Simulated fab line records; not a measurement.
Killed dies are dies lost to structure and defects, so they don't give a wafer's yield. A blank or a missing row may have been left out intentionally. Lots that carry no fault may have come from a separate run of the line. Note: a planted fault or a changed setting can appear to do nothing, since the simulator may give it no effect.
A lot that was struck, set against a sound lot | flow sky130 | 18 steps out of a route of 708
Sound: these wafers, L371.3, L371.5, L371.6. Struck: wafers L381.2, L381.5, L381.6. The cause is given at the end.
Each step with rows lists, per side, the tool, then ch with its chambers, then its first start. Under that, the readings that differ: sound wafers | struck wafers | difference of the means | sigmas: that difference in standard deviations of wafers without a fault.
alike: words and numbers the same on both sides, and readings whose means are apart by under 2 such deviations; not compared: readings that were withheld, readings missing a value for some wafer, numbers with overlapping values and no deviation given by the record, and bounds like >300 which may hide the same value.
The two part at a step that has a row with sigmas, a row that says differs or no value, or rows on one side only. When numbers do not overlap yet have no deviation, they are printed without sigmas and do not part them. A reading missing from all wafers of one side parts the sides only when that side holds two or more wafers.

SKY_RES_XHIGH_STRIP_08: strips in O2/N2.
  sound on plasma_asher-01 ch 0,1, day 27 18:57; struck on plasma_asher-01 ch 0,1, day 31 00:21
  alike: drypump_motor_current_A, oes_product_au, strip_time_to_endpoint_s
  not compared: rf_hours_counter_h
SKY_RES_XHIGH_TW_MEAS_09:
  struck on film_metro-04, day 31 00:28; sound on film_metro-04, day 27 19:02
  alike: RES_XHIGH_TW
then, 7 steps without rows for these wafers: SKY_SD_N_DEHYDRATE_00 (time 60 s); SKY_SD_N_HMDS_01 (prime time 60 s); SKY_SD_N_COAT_02 (resist thk 1140 nm); SKY_SD_N_SOFTBAKE_03 (time 60 s); SKY_SD_N_EXPOSE_04 (exposes mask NSDM, target cd 380 nm); SKY_SD_N_PEB_05; SKY_SD_N_DEVELOP_06 (develop time 60 s).
SKY_SD_N_CD_MEAS_07: target cd 380 nm.
  struck on cd_sem-01, day 32 04:08; sound on cd_sem-01, day 28 22:27
  alike: cd_nm
SKY_SD_N_OVL_MEAS_08:
  struck on overlay-02, day 32 04:14; sound on overlay-01, day 28 22:32
  alike: SD_N_OVL
then, 1 step without rows for these wafers: SKY_SD_N_IMPLANT_09.
SKY_SD_N_IMPLANT_10:
  sound on implanter-04 ch 0, day 28 22:46; struck on implanter-02, day 32 04:26
  no value came back on the struck wafers for beam_energy_keV, beam_on_s (s); on the sound wafers beam_energy_keV reads 19.991 19.989 19.995
SKY_SD_N_STRIP_11: strips in O2/N2.
  sound on plasma_asher-01 ch 0,1, day 28 22:54; struck on plasma_asher-01 ch 0,1, day 32 04:34
  alike: drypump_motor_current_A, oes_product_au, strip_time_to_endpoint_s
  not compared: rf_hours_counter_h
SKY_SD_N_TW_MEAS_12:
  struck on film_metro-01, day 32 04:41; sound on film_metro-02, day 28 22:59
  reading | sound          | struck         | difference | sigmas
  SD_N_TW | 4027 4003 4004 | 3959 3941 3967 | -56        | -2
then, 1 step without rows for these wafers: SKY_SD_N_CLEAN_13 (cleans in SC1/SC2, time 150 s).
SKY_SD_N_RTA_14: time 2 s.
  sound on rtp_anneal-02 ch 0, day 28 23:09; struck on rtp_anneal-02 ch 0, day 32 04:47
  alike: lamp_power_pct, wafer_temp_C_max
SKY_SD_N_RS_MEAS_16: measurement is done with a four-point probe.
  struck on film_metro-04, day 32 04:58; sound on film_metro-04, day 28 23:20
  reading          | sound             | struck            | difference | sigmas
  SD_N_RS (ohm/sq) | 68.90 68.62 68.62 | 70.71 70.76 70.84 | +2.06      | +19

== WHERE THEY PART ==
Earliest at SKY_SD_N_IMPLANT_10; latest, in this record, at SKY_SD_N_RS_MEAS_16.

WHY: whatever the simulator had introduced
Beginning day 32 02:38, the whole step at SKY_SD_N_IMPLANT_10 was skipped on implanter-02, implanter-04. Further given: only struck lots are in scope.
